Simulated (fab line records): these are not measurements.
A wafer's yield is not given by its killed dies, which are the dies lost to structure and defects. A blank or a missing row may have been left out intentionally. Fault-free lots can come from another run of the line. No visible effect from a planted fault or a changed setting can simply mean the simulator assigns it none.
Problem report in the 8D (eight disciplines) form, filled by code | flow gf180mcu | the parts of the form that need people (team, actions taken, sign-off) are left out

1. THE PROBLEM
TOP_METAL_ALCU_RS at GF_TOP_METAL_RS_MEAS_05 reads a mean of 0.03539 ohm/sq on 2 wafers of 2 lots; wafers without a fault read 0.03272 ohm/sq with a standard deviation of 0.00027. Measured from the usual mean, that is +9.9 standard deviations.
The step: measures by four-point-probe.
The first sign was on wafer L700.4 at day 32 05:17, on film-metro-04. At this step, 30 wafers from 10 lots have a number in the record. Rule for "out" (also "out of limits"): further than 4 standard deviations from the usual mean. The other wafers with a number count as sound.

2. WHAT IT IS; WHAT IT IS NOT
question                    | is                | is not
which readings at this step | TOP_METAL_ALCU_RS | -
which lots                  | L700, L701        | L683, L684, L687, L689, L690, L704, L705, L706
which wafers of those lots  | L700.4, L701.2    | L700.1, L700.3, L701.4, L701.5
read on which gauges        | film-metro-04     | film-metro-01
when                        | from day 32 05:17 | up to then (17 sound wafers); but 11 sound wafers of L701, L704, L705, L706 came after

3. THE SUSPECTS, EACH WITH WHAT RULES IT OUT
Counting: a tool at a process step up to the reading stays a suspect if it ran every lot that is out. Sound lots after the first of them don't rule it out here, since some wafers of a struck lot are sound.
- ruled out: the gauge at GF_TOP_METAL_RS_MEAS_05. All the wafers that are out were read on film-metro-04, but those of them that GF_TOP_METAL_METAL_ETCH_16 has rows for are out there too, on other tools.
- pvd-sputter-03 at GF_TOP_METAL_SPUTTER_02 (material AlCu, target thk 900 nm, time 47.82 s): kept. Ran every lot that is out, first one L700 (day 32 05:11); last sound lot up to then L690 (day 29 11:36).
Left after counting: pvd-sputter-03 at GF_TOP_METAL_SPUTTER_02.

4. THE CAUSE (what the simulator had put in)
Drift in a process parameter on pvd-sputter-03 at GF_TOP_METAL_SPUTTER_02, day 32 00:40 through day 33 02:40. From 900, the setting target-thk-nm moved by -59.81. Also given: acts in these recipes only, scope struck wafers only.
This tool alone remained once counting was done.

5. THE EFFECT CHAIN, in route order
One row per reading whose mean, taken over the struck wafers that have a number, lies over 3 standard deviations from the usual. Only readings for which the record gives a usual standard deviation are gone through. hours: the time from each lot's start at the first step in this table that gives one to its start at this step, as a median over the lots. sigmas: the change in usual standard deviations.
hours | step                       | reading            | usual          | on struck wafers | change   | sigmas
0     | GF_TOP_METAL_RS_MEAS_05    | TOP_METAL_ALCU_RS  | 0.03272 ohm/sq | 0.03539          | +0.00267 | +9.9
0     | GF_TOP_METAL_THK_MEAS_06   | TOP_METAL_ALCU_THK | 880 nm         | 820              | -60      | -8.2
16    | GF_TOP_METAL_METAL_ETCH_16 | oes-product-au     | 0.966 a.u.     | 0.927            | -0.038   | -6.4
16    | GF_TOP_METAL_METAL_ETCH_16 | throttle-valve-pct | 28.256 %       | 28.300           | +0.044   | +4.0
Process steps it contains:
- GF_TOP_METAL_METAL_ETCH_16: etches the open film in Cl2/BCl3, stops on SiO2, target depth 1077.5 nm, time 179.6 s.

6. WHAT WOULD HAVE CAUGHT IT SOONER
The first out-of-limits reading at a measuring or inspecting step in this record came at day 32 05:17, 5 hours after the fault's start at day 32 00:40.
Tool readings at GF_TOP_METAL_SPUTTER_02 with a usual standard deviation given in the record: none out on any struck wafer, hence no alarm at a limit of 4 standard deviations on them.
Of the lots that are out (2), L701 began GF_TOP_METAL_SPUTTER_02 on pvd-sputter-03 after day 32 05:17. A tool hold placed at that time would have kept it from harm.
